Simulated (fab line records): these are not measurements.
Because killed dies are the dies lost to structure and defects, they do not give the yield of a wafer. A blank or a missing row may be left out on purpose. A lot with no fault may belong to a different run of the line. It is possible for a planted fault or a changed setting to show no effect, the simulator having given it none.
A struck lot beside a sound one -- flow sky130 -- 15 steps out of a route of 708
Sound: wafers L968.2, L968.3, L968.4. Wafers struck: L975.2, L975.5, L975.6. Last of all comes the cause.
Each step with rows lists, per side, the tool, then ch with its chambers, then its first start. Under that, the readings that differ: sound wafers -- struck wafers -- difference of the means -- sigmas: that difference in standard deviations of wafers without a fault.
alike: words and numbers the same on both sides, and readings whose means are apart by under 2 such deviations; not compared: readings that were withheld, readings missing a value for some wafer, numbers with overlapping values and no deviation given by the record, and bounds like >300 which may hide the same value.
The two part at a step that has a row with sigmas, a row that says differs or no value, or rows on one side only. Non-overlapping numbers with no deviation appear without sigmas and do not part them. A reading that every wafer of one side lacks parts them only if that side has two wafers or more.

SKY_NWELL_RS_MEAS_29: a four-point-probe measurement.
  sound on filmMetro-01 at day 8 04:53; struck on filmMetro-04 at day 9 20:44
  alike: NWELL_RS
SKY_NWELL_RS_MEAS_31: a four-point-probe measurement.
  sound on filmMetro-01 at day 8 05:07; struck on filmMetro-04 at day 9 20:59
  alike: PWDE_RS
then, 7 steps without rows for these wafers: SKY_VT_ADJUST_HVTP_DEHYDRATE_00 (time 60 s); SKY_VT_ADJUST_HVTP_HMDS_01 (prime time 60 s); SKY_VT_ADJUST_HVTP_COAT_02 (resist thk 1140 nm); SKY_VT_ADJUST_HVTP_SOFTBAKE_03 (time 60 s); SKY_VT_ADJUST_HVTP_EXPOSE_04 (exposes mask HVTPM, target cd 380 nm); SKY_VT_ADJUST_HVTP_PEB_05; SKY_VT_ADJUST_HVTP_DEVELOP_06 (develop time 60 s).
SKY_VT_ADJUST_HVTP_CD_MEAS_07: the cd target is 380 nm.
  sound on cdSem-01 at day 9 02:06; struck on cdSem-01 at day 10 19:44
  alike: cdNm
SKY_VT_ADJUST_HVTP_OVL_MEAS_08:
  sound on overlay-02 at day 9 02:13; struck on overlay-02 at day 10 19:51
  alike: VT_ADJUST_HVTP_OVL
SKY_VT_ADJUST_HVTP_IMPLANT_09:
  sound on implanter-03 ch 0, day 9 02:16; struck on implanter-03 ch 0, day 10 19:54
reading,sound,struck,difference,sigmas
doseIonsCm2,4.299e+12 4.286e+12 4.296e+12,2.873e+12 2.869e+12 2.882e+12,-1.419e+12,-99 or more
faradayCurrentUA,23.9 24.2 23.5,16.5 16.2 16.1,-7.6,-17
SKY_VT_ADJUST_HVTP_STRIP_10: strips in O2/N2.
  sound on plasmaAsher-02 ch 0,1, day 9 02:23; struck on plasmaAsher-04 ch 0,1, day 10 20:02
  alike: drypumpMotorCurrentA, oesProductAu, stripTimeToEndpointS
  not compared: rfHoursCounterH
SKY_VT_ADJUST_HVTP_TW_MEAS_11:
  sound on filmMetro-04 at day 9 02:30; struck on filmMetro-04 at day 10 20:22
reading,sound,struck,difference,sigmas
VT_ADJUST_HVTP_TW,1350 1340 1350,1180 1184 1181,-165,-20
  not compared: hold
-- record jumps: 39 days separate the struck wafers' starts on either side; left off in module VT_ADJUST_HVTP, taken up again in module PAD_OPEN, whose first shown step is the route's number 708 --
SKY_PAD_OPEN_PROBE_99:
  sound on prober-02 at day 48 23:40; struck on prober-01 at day 49 20:17
reading,sound,struck,difference,sigmas
hold,- - -,awaitDispo/3.5h/scrap awaitDispo/3.5h/scrap awaitDispo/3.5h/scrap,no value on the sound wafers,
killedAtOther,0 0 0,2 0 1,+1,+2
model.etest.tipP.rsOhmSq,6985 6993 6931,6032 6046 6068,-921,
model.etest.pfet_01v8.rOnOhmUm,2886 2833 2835,2615 2558 2556,-275,
model.etest.pfet_01v8.driveUaUm,192.5 200.7 196.5,234.9 236.9 238.2,+40.1,
model.etest.pfet_01v8_mvt.driveUaUm,151.2 153.7 153.7,196.9 196.3 196.7,+43.8,
model.etest.pfet_01v8_hvt.driveUaUm,144.7 149.2 147.5,171.1 172.1 176.2,+26.0,
model.etest.sramPfetLatch.driveUaUm,136.9 148.8 151.9,170.8 169.6 171.4,+24.7,
model.etest.pfet_01v8_mvt.offLog10AUm,-10.95 -10.9 -10.91,-6.678 -6.57 -6.737,+4.258,
model.etest.pfet_01v8.offLog10AUm,-9.67 -9.487 -9.455,-6.992 -6.988 -7,+2.544,
  alike: killed_at_M0_to_M3, killed_at_M4_up, killedAtContacts, killedAtFrontEnd, killedDies, killedOpen, killedShort

WHERE THEY PART
Earliest at SKY_VT_ADJUST_HVTP_IMPLANT_09; latest, in this record, at SKY_PAD_OPEN_PROBE_99.

WHY: what the simulator had put in
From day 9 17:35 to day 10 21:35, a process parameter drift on implanter-03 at SKY_VT_ADJUST_HVTP_IMPLANT_09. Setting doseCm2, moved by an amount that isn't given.
